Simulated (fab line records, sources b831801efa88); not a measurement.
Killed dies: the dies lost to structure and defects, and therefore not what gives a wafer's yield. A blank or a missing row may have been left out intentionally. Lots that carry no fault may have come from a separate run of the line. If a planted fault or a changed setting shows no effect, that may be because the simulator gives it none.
Shared-tool check    flow sky130    Lots sampled 11, wafers sampled 33

## REASON IT WAS OPENED
SKY_LDD_N_TW_MEAS_17, reading LDD_N_TW: flagged on 3 of 11 lots. No-fault wafers: 2601, standard deviation 16.
Rule: a lot is flagged when every wafer of it that has a number lies more than 4 standard deviations from that mean, or none has a number. The rest of the lots are taken to be sound.

lot   measured      on            LDD_N_TW, wafer by wafer  flag
L553  day 18 11:52  filmMetro-01  2625 2632 2628            
L555  day 19 01:21  filmMetro-01  2636 2619 2613            
L556  day 19 02:34  filmMetro-03  2696 2693 2713            FLAGGED
L560  day 20 12:04  filmMetro-04  2699 2694 2698            FLAGGED
L565  day 22 08:11  filmMetro-04  2698 2710 2701            FLAGGED
L566  day 22 13:11  filmMetro-03  2599 2591 2590            
L567  day 23 06:38  filmMetro-03  2604 2595 2576            
L572  day 24 12:28  filmMetro-03  2592 2587 2591            
L573  day 24 23:27  filmMetro-03  2588 2614 2588            
L574  day 25 16:49  filmMetro-01  2610 2616 2622            
L575  day 26 01:12  filmMetro-04  2606 2607 2590            
On average the flagged lots' numbers are 2700, which is +99 against the usual, or +6 standard deviations.

## EACH LOT AND THE TOOL IT RAN ON
The record holds 4 process steps before the reading, out of a route of 708 steps. In each cell: the tool, then ch and the chambers that the sampled wafers went through, then the start.
lot   flag     SKY_RES_PROTECT_STRIP_07             SKY_POLY_GATE_ETCH_17            SKY_LDD_N_IMPLANT_11             SKY_LDD_N_STRIP_16
L553           plasmaAsher-01 ch 0,1, day 15 17:19  rieSi-02 ch 0,2,3, day 17 02:19  implanter-03 ch 0, day 18 11:02  plasmaAsher-02 ch 0,1, day 18 11:46
L555           plasmaAsher-02 ch 0,1, day 16 08:07  rieSi-01 ch 0,2,3, day 17 14:46  implanter-03 ch 0, day 19 00:30  plasmaAsher-04 ch 0,1, day 19 01:15
L556  FLAGGED  plasmaAsher-01 ch 0,1, day 16 08:34  rieSi-02 ch 1,3, day 17 16:22    implanter-04 ch 0, day 19 01:24  plasmaAsher-04 ch 0,1, day 19 02:28
L560  FLAGGED  plasmaAsher-01 ch 0,1, day 17 15:25  rieSi-01 ch 0,2,3, day 19 00:37  implanter-01 ch 0, day 20 10:56  plasmaAsher-04 ch 0,1, day 20 11:58
L565  FLAGGED  plasmaAsher-01 ch 0,1, day 19 13:19  rieSi-01 ch 0,1, day 20 21:46    implanter-01 ch 0, day 22 07:01  plasmaAsher-02 ch 0,1, day 22 08:05
L566           plasmaAsher-03 ch 0,1, day 19 18:21  rieSi-02 ch 2,3, day 21 03:37    implanter-01 ch 0, day 22 12:22  plasmaAsher-04 ch 0,1, day 22 13:06
L567           plasmaAsher-02 ch 0,1, day 20 06:28  rieSi-01 ch 0,2,3, day 21 21:49  implanter-04 ch 0, day 23 05:47  plasmaAsher-01 ch 0,1, day 23 06:31
L572           plasmaAsher-02 ch 0,1, day 21 19:46  rieSi-01 ch 1,2, day 23 04:13    implanter-01 ch 0, day 24 11:37  plasmaAsher-04 ch 1, day 24 12:22
L573           plasmaAsher-02 ch 0,1, day 22 06:22  rieSi-01 ch 1,2,3, day 23 14:37  implanter-01 ch 0, day 24 22:36  plasmaAsher-04 ch 0,1, day 24 23:21
L574           plasmaAsher-01 ch 0,1, day 23 00:58  rieSi-02 ch 0,1,3, day 24 08:31  implanter-04 ch 0, day 25 15:58  plasmaAsher-02 ch 0, day 25 16:43
L575           plasmaAsher-01 ch 0,1, day 23 09:46  rieSi-01 ch 0,2,3, day 24 17:22  implanter-03 ch 0, day 26 00:21  plasmaAsher-02 ch 0,1, day 26 01:06
What the steps here do:
- SKY_RES_PROTECT_STRIP_07: strips in O2/N2.
- SKY_POLY_GATE_ETCH_17: etches poly-Si in HBr/Cl2, stops on SiO2, target depth 180 nm, time 70.5 s.
- SKY_LDD_N_IMPLANT_11
- SKY_LDD_N_STRIP_16: strips in O2/N2.
- SKY_LDD_N_TW_MEAS_17

## FLAGGED OVER TOTAL, TOOL BY TOOL (the gauges that took the reading come last)
step                      tool            lots run  flagged  share of the flagged lots  sound lots run after its first flagged lot
SKY_RES_PROTECT_STRIP_07  plasmaAsher-01  6         3        all                        2 (L574,L575)
SKY_RES_PROTECT_STRIP_07  plasmaAsher-02  4         0        none                       -
SKY_RES_PROTECT_STRIP_07  plasmaAsher-03  1         0        none                       -
SKY_POLY_GATE_ETCH_17     rieSi-01        7         2        some                       4 (L567,L572,L573,L575)
SKY_POLY_GATE_ETCH_17     rieSi-02        4         1        some                       2 (L566,L574)
SKY_LDD_N_IMPLANT_11      implanter-01    5         2        some                       3 (L566,L572,L573)
SKY_LDD_N_IMPLANT_11      implanter-03    3         0        none                       -
SKY_LDD_N_IMPLANT_11      implanter-04    3         1        some                       2 (L567,L574)
SKY_LDD_N_STRIP_16        plasmaAsher-01  1         0        none                       -
SKY_LDD_N_STRIP_16        plasmaAsher-02  4         1        some                       2 (L574,L575)
SKY_LDD_N_STRIP_16        plasmaAsher-04  6         2        some                       3 (L566,L572,L573)
SKY_LDD_N_TW_MEAS_17      filmMetro-01    3         0        none                       -
SKY_LDD_N_TW_MEAS_17      filmMetro-03    5         1        some                       4 (L566,L567,L572,L573)
SKY_LDD_N_TW_MEAS_17      filmMetro-04    3         2        some                       1 (L575)

## WHAT THE TABLE PERMITS
In the table, 1 row covers all flagged lots: plasmaAsher-01 at SKY_RES_PROTECT_STRIP_07.
- plasmaAsher-01 at SKY_RES_PROTECT_STRIP_07 ran 6 lots, 3 of them flagged. After the first flagged lot (L574, L575), sound lots still ran on it; a lasting fault on the whole tool would not permit that.
There is no row in the table that ran each flagged lot and no sound lot after the first.

## WHAT THE SIMULATOR PUT IN
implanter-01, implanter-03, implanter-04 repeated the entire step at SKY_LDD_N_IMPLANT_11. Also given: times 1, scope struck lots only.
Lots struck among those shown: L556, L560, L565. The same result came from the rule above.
